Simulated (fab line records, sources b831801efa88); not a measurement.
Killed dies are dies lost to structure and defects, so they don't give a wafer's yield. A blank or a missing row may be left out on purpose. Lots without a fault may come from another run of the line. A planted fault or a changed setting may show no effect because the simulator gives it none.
A struck lot beside a sound one | flow sky130 | 15 steps out of a route of 708
Sound: wafers L715.2, L715.3, L715.5. Struck: wafers L720.1, L720.3, L720.6. The cause comes at the end.
At each step with rows: each side's tool, then ch and its chambers, then its first start. Under that, the readings that differ: sound wafers | struck wafers | difference of the means | sigmas: that difference in standard deviations of wafers without a fault.
alike: readings whose means differ by less than 2 such deviations, and words and numbers that are the same on both sides. not compared: withheld readings, readings that some wafer has no value for, bounds like >300 that may hide the same value, and numbers for which the record gives no deviation and whose values overlap.
The two part at a step that has a row with sigmas, a row that says differs or no value, or rows on one side only. Numbers that don't overlap but have no deviation are shown without sigmas and don't part them. A reading that every wafer of one side lacks parts them only if that side has two wafers or more.

SKY_METAL2_STRIP_20: strips in O2/N2.
  sound on plasma_asher-02 ch 0,1, day 38 03:09; struck on plasma_asher-03 ch 0,1, day 40 01:01
  alike: drypump_motor_current_A, oes_product_au, strip_time_to_endpoint_s
  not compared: rf_hours_counter_h
then, 4 steps without rows for these wafers: SKY_METAL2_STRIP_21 (strips in post etch residue remover, time 1200 s); SKY_METAL2_CLEAN_22 (cleans in IPA, time 180 s); SKY_METAL2_CLEAN_23 (cleans in O3/DIW); SKY_VIA2_HDPCVD_00 (deposits SiO2, target thk 1180 nm, time 196.7 s).
SKY_VIA2_THK_MEAS_01:
  sound on film_metro-04, day 38 04:23; struck on film_metro-01, day 40 01:44
  alike: VIA2_HDPCVD_THK
SKY_VIA2_CMP_02: polishes SiO2.
  sound on cmp-01 ch 0,1, day 38 04:26; struck on cmp-01 ch 0,1,2, day 40 02:04
  alike: motor_current_A, slurry_filter_dp_kPa
SKY_VIA2_BOW_MEAS_03:
  sound on film_metro-01, day 38 04:46; struck on film_metro-03, day 40 02:22
  alike: VIA2_BOW
then, 4 steps without rows for these wafers: SKY_VIA2_DEHYDRATE_04 (time 60 s); SKY_VIA2_HMDS_05 (prime time 60 s); SKY_VIA2_COAT_06 (resist thk 60 nm); SKY_VIA2_COAT_07 (resist thk 450 nm).
SKY_VIA2_SOFTBAKE_08: time 90 s.
  sound on litho_track-02 ch 0, day 38 17:00; struck on litho_track-04 ch 0, day 40 13:00
  reading                  | sound                | struck               | difference | sigmas
  heater_power_total_W (W) | 57.23 57.48 57.40    | 60.59 60.56 60.48    | +3.17      | +29
  run_length_s (s)         | 118.95 119.02 118.96 | 105.04 105.10 105.05 | -13.91     | -87
  alike: exhaust_pa
then, 2 steps without rows for these wafers: SKY_VIA2_EXPOSE_09 (exposes mask VIM2, target cd 200 nm); SKY_PAD_OPEN_PROBE_99.

WHERE THEY PART
Only at SKY_VIA2_SOFTBAKE_08, within this record.

WHY: what the simulator had put in
Process parameter drift: litho_track-04, from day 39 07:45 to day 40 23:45, at SKY_VIA2_SOFTBAKE_08. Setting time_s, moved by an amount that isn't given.
